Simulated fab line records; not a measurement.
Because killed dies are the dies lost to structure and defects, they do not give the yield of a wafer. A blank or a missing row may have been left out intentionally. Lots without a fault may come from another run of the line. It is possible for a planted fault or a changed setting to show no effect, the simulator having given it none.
Comparing a struck lot with a sound one + flow gf180mcu + 17 out of 602 route steps
Sound: these wafers, L310.3, L310.4, L310.5. Wafers L317.1, L317.2, L317.4 were the ones struck. The cause is named last.
At each step with rows: each side's tool, then ch and its chambers, then its first start. Under that, the readings that differ: sound wafers + struck wafers + difference of the means + sigmas: that difference in standard deviations of wafers without a fault.
alike: words and numbers the same on both sides, and readings whose means are apart by under 2 such deviations; not compared: readings that were withheld, readings missing a value for some wafer, numbers with overlapping values and no deviation given by the record, and bounds like >300 which may hide the same value.
Wherever a step has rows on one side only, a row that says differs or no value, or a row with sigmas, the two part there. Numbers that have no deviation but don't overlap get no sigmas and don't part them. Lack of a reading on every wafer of one side parts them only where that side has two or more wafers.

GF_DUAL_GATE_OVL_MEAS_11:
  sound on overlay-02 at day 10 05:04; struck on overlay-01 at day 12 07:36
| reading            | sound          | struck       | difference | sigmas |
|--------------------|----------------|--------------|------------|--------|
| DUAL_GATE_OVL (nm) | -1.4 -1.6 -1.8 | 1.7 -0.2 3.0 | +3.1       | +2     |
then, 1 step without rows for these wafers: GF_DUAL_GATE_WET_ETCH_12 (etches SiO2 in dHF, target depth 13 nm, time 260 s).
GF_DUAL_GATE_STRIP_13: strips in O2/N2.
  sound on plasma_asher-03 ch 0,1, day 10 05:12; struck on plasma_asher-01 ch 0,1, day 12 07:48
  alike: drypump_motor_current_A, heater_power_w, o2_flow_sccm, oes_product_au, platen_temp_c, strip_time_to_endpoint_s
  not compared: rf_hours_counter_h
then, 3 steps without rows for these wafers: GF_DUAL_GATE_CLEAN_14 (cleans in SC1/SC2, time 150 s); GF_DUAL_GATE_OXIDATION_15 (stabilise 600 s, purge 300 s, target thk 7.098 nm); GF_POLY_GATE_CVD_00 (deposits poly-Si, target thk 200 nm, time 1200 s).
GF_POLY_GATE_THK_MEAS_01:
  sound on film_metro-01 at day 10 08:14; struck on film_metro-03 at day 12 10:53
  alike: POLY_GATE_CVD_00_THK
then, 4 steps without rows for these wafers: GF_POLY_GATE_DEHYDRATE_02 (time 60 s); GF_POLY_GATE_HMDS_03 (prime time 60 s); GF_POLY_GATE_COAT_04; GF_POLY_GATE_COAT_05 (resist thk 700 nm).
GF_POLY_GATE_SOFTBAKE_06: time 61.88 s.
  sound on litho_track-02 ch 0; struck on litho_track-03 ch 0
  alike: chill_plate_temp_C, plate_sensor_t_centre_C, plate_sensor_t_edge_C
GF_POLY_GATE_EXPOSE_07: exposes mask Poly2, target cd 280 nm.
  sound on krf_scanner-01 ch 0, day 10 17:14; struck on krf_scanner-02 ch 0, day 12 21:14
  alike: mask
then, 2 steps without rows for these wafers: GF_POLY_GATE_PEB_08 (peb time 90 s); GF_POLY_GATE_DEVELOP_09 (develop time 60 s).
GF_POLY_GATE_CD_MEAS_10 targets a cd of 280 nm.
  sound on cd_sem-02 at day 11 02:32; struck on cd_sem-02 at day 13 07:20
| reading    | sound             | struck            | difference | sigmas |
|------------|-------------------|-------------------|------------|--------|
| cd_nm (nm) | 280.0 280.4 280.2 | 233.5 203.7 230.4 | -57.7      | -58    |
  not compared: hold
GF_PASSIVATION_PROBE_99:
  sound wafers here have rows in the record (prober-02, day 31 05:15); struck ones have none

WHERE THEY PART
Last at GF_PASSIVATION_PROBE_99 as far as this record goes, first at GF_DUAL_GATE_OVL_MEAS_11.

WHY: what had been put in by the simulator
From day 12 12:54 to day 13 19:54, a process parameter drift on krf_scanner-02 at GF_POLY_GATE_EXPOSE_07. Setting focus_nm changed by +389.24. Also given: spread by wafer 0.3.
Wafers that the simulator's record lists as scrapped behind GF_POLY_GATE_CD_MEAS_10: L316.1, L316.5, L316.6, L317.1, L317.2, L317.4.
